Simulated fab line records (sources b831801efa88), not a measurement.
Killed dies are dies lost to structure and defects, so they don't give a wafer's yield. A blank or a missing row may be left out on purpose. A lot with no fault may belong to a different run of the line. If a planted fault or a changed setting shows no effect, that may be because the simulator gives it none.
What tool caused it?	flow sky130	24 lots with 72 wafers sampled at 4 steps, on a route of 708 steps

WHAT EACH GAUGE READ, for each wafer
SKY_VIA2_BOW_MEAS_03. Usual: VIA2_BOW gives 86 um (standard deviation 7.5).
lot	measured	on	VIA2_BOW (um)	flag
L074	day 35 13:10	film-metro-04	83 83 87	
L075	day 35 23:13	film-metro-01	87 92 71	
L076	day 36 03:43	film-metro-02	95 96 110	
L077	day 36 18:21	film-metro-01	83 95 79	
L079	day 37 14:19	film-metro-02	87 85 91	
L080	day 37 14:23	film-metro-04	80 90 98	
L078	day 37 14:38	film-metro-01	94 85 89	
L081	day 37 17:37	film-metro-02	83 90 84	
L082	day 38 12:36	film-metro-01	82 97 90	
L083	day 38 15:54	film-metro-01	77 87 99	
L085	day 38 21:13	film-metro-02	82 84 90	
L084	day 39 02:35	film-metro-02	91 91 96	
L086	day 39 06:41	film-metro-02	78 86 80	
L087	day 39 16:37	film-metro-02	88 84 78	
L088	day 39 21:49	film-metro-02	83 80 90	
L089	day 40 07:05	film-metro-01	99 90 84	
L090	day 40 13:40	film-metro-02	70 82 83	
L092	day 41 04:28	film-metro-01	82 81 66	
L091	day 41 09:08	film-metro-02	86 84 87	
L093	day 41 10:01	film-metro-01	76 105 87	
L094	day 41 18:34	film-metro-02	85 94 75	
L096	day 42 01:35	film-metro-04	81 91 82	
L095	day 42 07:13	film-metro-02	87 87 79	
L097	day 42 20:16	film-metro-02	91 95 99	

SKY_CAPM_THK_MEAS_04: measures by xrf. Usual: CAPM_TIN_THK gives 200 nm (standard deviation 3.1).
lot	measured	on	CAPM_TIN_THK (nm)	flag
L074	day 36 17:36	film-metro-03	196 195 195	
L075	day 37 03:34	film-metro-02	203 203 204	
L076	day 37 08:07	film-metro-03	201 199 200	
L077	day 37 22:32	film-metro-01	203 203 204	
L079	day 38 17:39	film-metro-01	206 205 206	
L080	day 38 18:39	film-metro-01	204 202 203	
L078	day 38 18:53	film-metro-02	199 198 199	
L081	day 38 21:26	film-metro-01	205 206 204	
L082	day 39 16:17	film-metro-01	203 203 205	
L083	day 39 19:00	film-metro-02	193 194 193	
L085	day 40 00:01	film-metro-03	196 198 198	
L084	day 40 05:48	film-metro-02	198 200 198	
L086	day 40 10:03	film-metro-01	201 202 202	
L087	day 40 19:44	film-metro-01	198 200 197	
L088	day 41 00:48	film-metro-02	198 197 200	
L089	day 41 09:54	film-metro-02	199 198 199	
L090	day 41 16:33	film-metro-01	200 201 199	
L092	day 42 05:53	film-metro-02	197 196 196	
L091	day 42 11:23	film-metro-03	201 201 202	
L093	day 42 12:24	film-metro-01	203 202 202	
L094	day 42 20:15	film-metro-01	202 201 202	
L096	day 43 03:24	film-metro-01	198 199 198	
L095	day 43 08:46	film-metro-01	206 207 206	
L097	day 43 21:44	film-metro-02	199 199 200	

SKY_VIA3_BOW_MEAS_03. Usual: VIA3_BOW gives 80 um (standard deviation 7.5).
lot	measured	on	VIA3_BOW (um)	flag
L074	day 38 23:53	film-metro-03	75 75 78	
L075	day 39 08:50	film-metro-04	84 85 67	
L076	day 39 13:04	film-metro-03	89 87 100	
L077	day 40 03:02	film-metro-04	80 90 75	
L079	day 40 20:46	film-metro-01	82 78 86	
L080	day 40 22:09	film-metro-04	72 83 90	
L078	day 40 22:30	film-metro-01	87 78 82	
L081	day 41 00:55	film-metro-04	74 83 77	
L082	day 41 19:04	film-metro-01	74 90 83	
L083	day 41 21:36	film-metro-04	67 75 90	
L085	day 42 02:49	film-metro-01	80 81 87	
L084	day 42 09:02	film-metro-04	86 87 89	
L086	day 42 12:49	film-metro-01	72 80 75	
L087	day 42 22:15	film-metro-03	81 79 72	
L088	day 43 02:37	film-metro-01	73 71 81	
L089	day 43 11:11	film-metro-01	86 77 71	
L090	day 43 17:44	film-metro-03	62 77 77	
L092	day 44 06:03	film-metro-04	78 76 60	
L091	day 44 11:59	film-metro-03	85 80 83	
L093	day 44 12:40	film-metro-03	68 96 77	
L094	day 44 20:40	film-metro-03	78 87 68	
L096	day 45 04:20	film-metro-04	78 87 80	
L095	day 45 08:35	film-metro-01	80 80 71	
L097	day 45 19:28	film-metro-03	85 90 94	

SKY_VIA3_THK_MEAS_23: measures by xrf. Usual: VIA3_W_THK gives 389 nm (standard deviation 9.6).
lot	measured	on	VIA3_W_THK (nm)	flag
L074	day 40 02:00	film-metro-01	405 390 402	
L075	day 40 10:40	film-metro-03	399 386 400	
L076	day 40 14:43	film-metro-04	370 378 373	
L077	day 41 04:33	film-metro-04	392 393 388	
L079	day 41 21:48	film-metro-03	405 382 382	
L080	day 41 22:43	film-metro-01	383 390 381	
L078	day 41 23:34	film-metro-03	383 389 381	
L081	day 42 02:09	film-metro-01	386 406 386	
L082	day 42 20:43	film-metro-03	401 384 395	
L083	day 42 22:50	film-metro-01	380 383 378	
L085	day 43 04:06	film-metro-03	386 388 386	
L084	day 43 09:54	film-metro-01	399 410 396	
L086	day 43 14:10	film-metro-01	393 396 411	
L087	day 43 22:28	film-metro-01	392 394 404	
L088	day 44 01:57	film-metro-04	398 393 385	
L089	day 44 11:28	film-metro-04	394 385 385	
L090	day 44 17:25	film-metro-04	384 384 381	
L092	day 45 05:40	film-metro-04	392 400 383	
L091	day 45 11:25	film-metro-03	389 396 388	
L093	day 45 11:43	film-metro-04	380 382 377	
L094	day 45 19:07	film-metro-04	402 390 399	
L096	day 46 02:43	film-metro-04	400 395 394	
L095	day 46 06:46	film-metro-04	383 381 382	
L097	day 46 17:22	film-metro-03	373 382 372	

WHAT TOOL EACH LOT RAN ON (gives the tool, then ch and the chambers of the sampled wafers, and finally the start)
The record shows no process step preceding these readings.

WHAT THE TOOLS THEMSELVES READ (means of the sampled wafers that have a number; where no wafer has one, the mark that the record gives instead)
The record holds no such reading with a usual standard deviation.

THE ANSWER, worked out from the rows above alone
Rule: lot off if the mean of its wafers having a number is beyond 3 standard deviations from the usual mean. A lot without any number at a reading at which 4 lots or more have one is off too. Any other lot the step has rows for is counted as sound. Order of review: gauges by route order, followed by the tools' own readings, for which a lot's mean as printed above is used. At the first step where some lot is off, the reading lying furthest off is the one used; lots without a number count as furthest.
No lot is off on any of the readings shown, so nothing can be concluded from this.

WHAT HAD BEEN PUT IN BY THE SIMULATOR
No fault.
